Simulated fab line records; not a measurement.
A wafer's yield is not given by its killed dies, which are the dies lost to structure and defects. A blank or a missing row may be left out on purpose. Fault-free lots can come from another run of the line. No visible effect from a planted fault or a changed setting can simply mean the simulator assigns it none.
Chamber matching || flow gf180mcu || cmp-01 running GF_CONTACT_CMP_27: 4 sister chambers
The step polishes, stops on SiO2, t overpolish 15 s, target thk 0 nm. 4 wafers are shown with their chamber, then 7 later ones without.

## WAFERS WITH THEIR CHAMBER
{"wafer": "L606.6", "chamber": 2, "motor current A (A)": 10.4}
{"wafer": "L608.3", "chamber": 1, "motor current A (A)": 11.2}
{"wafer": "L612.1", "chamber": 0, "motor current A (A)": 10.9}
{"wafer": "L612.5", "chamber": 3, "motor current A (A)": 10.4}

## WAFERS WITHOUT THEIR CHAMBER
{"wafer": "L612.6", "motor current A (A)": 11.0}
{"wafer": "L618.3", "motor current A (A)": 10.3}
{"wafer": "L618.5", "motor current A (A)": 9.9}
{"wafer": "L618.6", "motor current A (A)": 10.0}
{"wafer": "L619.1", "motor current A (A)": 11.3}
{"wafer": "L619.4", "motor current A (A)": 10.0}
{"wafer": "L619.5", "motor current A (A)": 9.8}

## WHICH CHAMBER EACH WENT THROUGH
{"wafer": "L612.6", "from the rows above": "can't be placed: 0 or 1 or 2 or 3", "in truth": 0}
{"wafer": "L618.3", "from the rows above": "can't be placed: 2 or 3 or 0", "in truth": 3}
{"wafer": "L618.5", "from the rows above": "can't be placed: 2 or 3 or 0", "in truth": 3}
{"wafer": "L618.6", "from the rows above": "can't be placed: 2 or 3 or 0", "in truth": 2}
{"wafer": "L619.1", "from the rows above": "can't be placed: 1 or 0", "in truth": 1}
{"wafer": "L619.4", "from the rows above": "can't be placed: 2 or 3 or 0", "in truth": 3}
{"wafer": "L619.5", "from the rows above": "can't be placed: 2 or 3 or 0", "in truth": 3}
Correctly placed: 0 of 7. Cannot be placed on the basis of these rows: 7; the candidates contain the true chamber in 7. Placed wrongly: 0.
How it was worked out, from the rows above alone: a wafer's distance from a chamber is the root of the sum, over the readings, of the square of ((its reading less the chamber's mean) divided by the reading's scatter). The wafer belongs to the nearest chamber; if the next one is less than 2 further off, it can't be placed. Each chamber's mean is taken over the wafers shown for it. The scatter: with one shown wafer a chamber, the root of the mean of the squares of how far each hidden wafer lies from its nearest shown one.
